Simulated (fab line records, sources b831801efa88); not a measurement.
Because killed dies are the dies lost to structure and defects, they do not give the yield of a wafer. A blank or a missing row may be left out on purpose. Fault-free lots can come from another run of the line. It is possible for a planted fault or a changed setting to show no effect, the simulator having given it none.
Which of the tools did it? || flow gf180mcu || 33 wafers from 11 lots sampled at 4 of the route's 602 steps

WHAT EACH GAUGE READ, for each wafer
GF_NWELL_OVL_MEAS_07.
{"lot": "L775", "measured": "day 3 10:38", "on": "overlay-02", "NWELL_OVL (nm)": "-1.6 1.4 0.5"}
{"lot": "L777", "measured": "day 3 23:40", "on": "overlay-02", "NWELL_OVL (nm)": "0.8 1.7 0.3"}
{"lot": "L778", "measured": "day 4 04:46", "on": "overlay-02", "NWELL_OVL (nm)": "-3.6 -3.2 -3.0"}
{"lot": "L781", "measured": "day 4 22:00", "on": "overlay-02", "NWELL_OVL (nm)": "-0.5 -0.1 -0.6"}
{"lot": "L785", "measured": "day 5 20:24", "on": "overlay-01", "NWELL_OVL (nm)": "0.0 -0.7 0.0"}
{"lot": "L789", "measured": "day 6 17:21", "on": "overlay-01", "NWELL_OVL (nm)": "0.9 -1.5 -1.7"}
{"lot": "L791", "measured": "day 7 01:50", "on": "overlay-02", "NWELL_OVL (nm)": "-3.3 -1.0 -1.4"}
{"lot": "L792", "measured": "day 7 12:46", "on": "overlay-02", "NWELL_OVL (nm)": "-0.2 -2.6 -0.6"}
{"lot": "L793", "measured": "day 7 14:59", "on": "overlay-02", "NWELL_OVL (nm)": "-1.4 -3.0 -0.9"}
{"lot": "L796", "measured": "day 8 07:35", "on": "overlay-02", "NWELL_OVL (nm)": "-2.8 -2.0 -2.8"}
{"lot": "L798", "measured": "day 8 18:44", "on": "overlay-02", "NWELL_OVL (nm)": "1.7 0.5 1.7"}

GF_HV_LDD_OVL_MEAS_08.
{"lot": "L775", "measured": "day 11 04:14", "on": "overlay-01", "HV_LDD_OVL (nm)": "-0.6 -3.0 -0.8"}
{"lot": "L777", "measured": "day 11 21:47", "on": "overlay-02", "HV_LDD_OVL (nm)": "-0.4 -2.2 -0.4"}
{"lot": "L778", "measured": "day 12 05:41", "on": "overlay-02", "HV_LDD_OVL (nm)": "-2.3 0.2 -1.5"}
{"lot": "L781", "measured": "day 13 03:27", "on": "overlay-01", "HV_LDD_OVL (nm)": "0.7 0.2 1.6"}
{"lot": "L785", "measured": "day 14 10:45", "on": "overlay-01", "HV_LDD_OVL (nm)": "0.8 1.4 0.0"}
{"lot": "L789", "measured": "day 15 15:51", "on": "overlay-01", "HV_LDD_OVL (nm)": "0.4 -1.2 -0.9"}
{"lot": "L791", "measured": "day 16 02:15", "on": "overlay-01", "HV_LDD_OVL (nm)": "-1.3 0.0 -0.4"}
{"lot": "L792", "measured": "day 16 15:50", "on": "overlay-01", "HV_LDD_OVL (nm)": "2.6 0.7 0.4"}
{"lot": "L793", "measured": "day 16 17:07", "on": "overlay-01", "HV_LDD_OVL (nm)": "0.3 -2.1 -0.4"}
{"lot": "L796", "measured": "day 17 13:26", "on": "overlay-02", "HV_LDD_OVL (nm)": "-0.1 0.5 1.5"}
{"lot": "L798", "measured": "day 18 05:00", "on": "overlay-01", "HV_LDD_OVL (nm)": "-0.3 0.3 0.6"}

GF_PSD_CD_MEAS_07 targets a cd of 400 nm.
{"lot": "L775", "measured": "day 15 21:26", "on": "cd sem-02", "cd nm (nm)": "397.7 395.5 396.7"}
{"lot": "L777", "measured": "day 16 16:25", "on": "cd sem-01", "cd nm (nm)": "402.3 401.6 400.4"}
{"lot": "L778", "measured": "day 17 01:25", "on": "cd sem-02", "cd nm (nm)": "400.8 399.4 400.2"}
{"lot": "L781", "measured": "day 18 00:20", "on": "cd sem-01", "cd nm (nm)": "398.8 397.5 398.0"}
{"lot": "L785", "measured": "day 19 13:43", "on": "cd sem-01", "cd nm (nm)": "389.8 388.6 387.4"}
{"lot": "L789", "measured": "day 20 22:32", "on": "cd sem-02", "cd nm (nm)": "393.2 392.7 393.8"}
{"lot": "L791", "measured": "day 21 10:08", "on": "cd sem-02", "cd nm (nm)": "399.8 398.9 400.4"}
{"lot": "L792", "measured": "day 21 22:40", "on": "cd sem-01", "cd nm (nm)": "400.7 400.6 399.9"}
{"lot": "L793", "measured": "day 22 00:59", "on": "cd sem-02", "cd nm (nm)": "402.2 402.7 404.2"}
{"lot": "L796", "measured": "day 23 00:10", "on": "cd sem-01", "cd nm (nm)": "399.6 399.8 397.7"}
{"lot": "L798", "measured": "day 23 13:53", "on": "cd sem-02", "cd nm (nm)": "403.0 402.1 401.9"}

TOOL THAT RAN EACH LOT (tool first, then ch and the chambers of the sampled wafers, then the start)
{"lot": "L775", "GF_PSD_COAT_02": "litho track-01 ch 0, day 15 09:52"}
{"lot": "L777", "GF_PSD_COAT_02": "litho track-04 ch 0, day 16 04:34"}
{"lot": "L778", "GF_PSD_COAT_02": "litho track-01 ch 0, day 16 14:02"}
{"lot": "L781", "GF_PSD_COAT_02": "litho track-04 ch 0, day 17 12:08"}
{"lot": "L785", "GF_PSD_COAT_02": "litho track-04 ch 0, day 19 01:35"}
{"lot": "L789", "GF_PSD_COAT_02": "litho track-04 ch 0, day 20 09:59"}
{"lot": "L791", "GF_PSD_COAT_02": "litho track-03 ch 0, day 20 21:04"}
{"lot": "L792", "GF_PSD_COAT_02": "litho track-01 ch 0, day 21 10:23"}
{"lot": "L793", "GF_PSD_COAT_02": "litho track-03 ch 0, day 21 12:23"}
{"lot": "L796", "GF_PSD_COAT_02": "litho track-01 ch 0, day 22 11:53"}
{"lot": "L798", "GF_PSD_COAT_02": "litho track-03 ch 0, day 23 01:43"}
- GF_PSD_COAT_02: resist thk 1000 nm.

AS READ BY THE TOOLS THEMSELVES (means over the sampled wafers that have a number; for cases with no such wafer, the mark the record gives instead)
GF_PSD_COAT_02.
{"lot": "L775", "tool": "litho track-01", "chill plate temp C (C)": 23.04, "exhaust pa (Pa)": 43.7, "spin speed rpm (rpm)": 3000.5}
{"lot": "L777", "tool": "litho track-04", "chill plate temp C (C)": 22.99, "exhaust pa (Pa)": 45.2, "spin speed rpm (rpm)": 3003.7}
{"lot": "L778", "tool": "litho track-01", "chill plate temp C (C)": 23.11, "exhaust pa (Pa)": 45.0, "spin speed rpm (rpm)": 3003.0}
{"lot": "L781", "tool": "litho track-04", "chill plate temp C (C)": 22.99, "exhaust pa (Pa)": 44.4, "spin speed rpm (rpm)": 2998.8}
{"lot": "L785", "tool": "litho track-04", "chill plate temp C (C)": 23.05, "exhaust pa (Pa)": 45.5, "spin speed rpm (rpm)": 2607.3}
{"lot": "L789", "tool": "litho track-04", "chill plate temp C (C)": 22.97, "exhaust pa (Pa)": 45.0, "spin speed rpm (rpm)": 2605.5}
{"lot": "L791", "tool": "litho track-03", "chill plate temp C (C)": 22.95, "exhaust pa (Pa)": 44.4, "spin speed rpm (rpm)": 2998.2}
{"lot": "L792", "tool": "litho track-01", "chill plate temp C (C)": 22.99, "exhaust pa (Pa)": 45.8, "spin speed rpm (rpm)": 3000.5}
{"lot": "L793", "tool": "litho track-03", "chill plate temp C (C)": 23.02, "exhaust pa (Pa)": 46.0, "spin speed rpm (rpm)": 3000.2}
{"lot": "L796", "tool": "litho track-01", "chill plate temp C (C)": 23.14, "exhaust pa (Pa)": 45.9, "spin speed rpm (rpm)": 2999.4}
{"lot": "L798", "tool": "litho track-03", "chill plate temp C (C)": 22.96, "exhaust pa (Pa)": 43.7, "spin speed rpm (rpm)": 2999.4}

THE ANSWER, worked out from the rows above alone
Rule: what is usual is taken from the lots themselves. Put in order of their means at a reading, lots are off if they are a third of the lots or fewer, leave a main group of 4 or more, and stand apart from it by a gap of 3 or more times the standard deviation of the main group's means; of several such gaps the widest counts. Not used: any main group whose means are identical at the precision the tables above print for the reading. A lot without any number at a reading at which 4 lots or more have one is off too. The other lots that the step has rows for count as sound. The gauges are gone through in route order, then the tools' own readings, and for those a lot's mean is taken as printed above. At the first step where some lot is off, the reading lying furthest off is the one used; lots without a number count as furthest.
Off at GF_PSD_COAT_02 (spin speed rpm): L785, L789. For the main group the mean is 3000.4 rpm and the standard deviation 1.7.
If a tool, at that step or one of the process steps before it, ran each lot that is off and ran no sound lot following the first of them, it fits. One fits: litho track-04 at GF_PSD_COAT_02. Its last sound lot is L781 (day 17 12:08), its first lot that is off L785 (day 19 01:35): a fault that began between those two fits.
On the lots that are off, the tool's own readings at GF_PSD_COAT_02 differ by more than 5 times the standard deviation of the sound lots' means, which bears it out; spin speed rpm reads 2606.4 rpm there versus 3000.4 rpm on the sound lots.

WHAT WAS PUT IN BY THE SIMULATOR
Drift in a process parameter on litho track-04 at GF_PSD_COAT_02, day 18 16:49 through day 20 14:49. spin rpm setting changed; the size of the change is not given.
Shown lots that were struck: L785, L789. Same finding as the rule above.
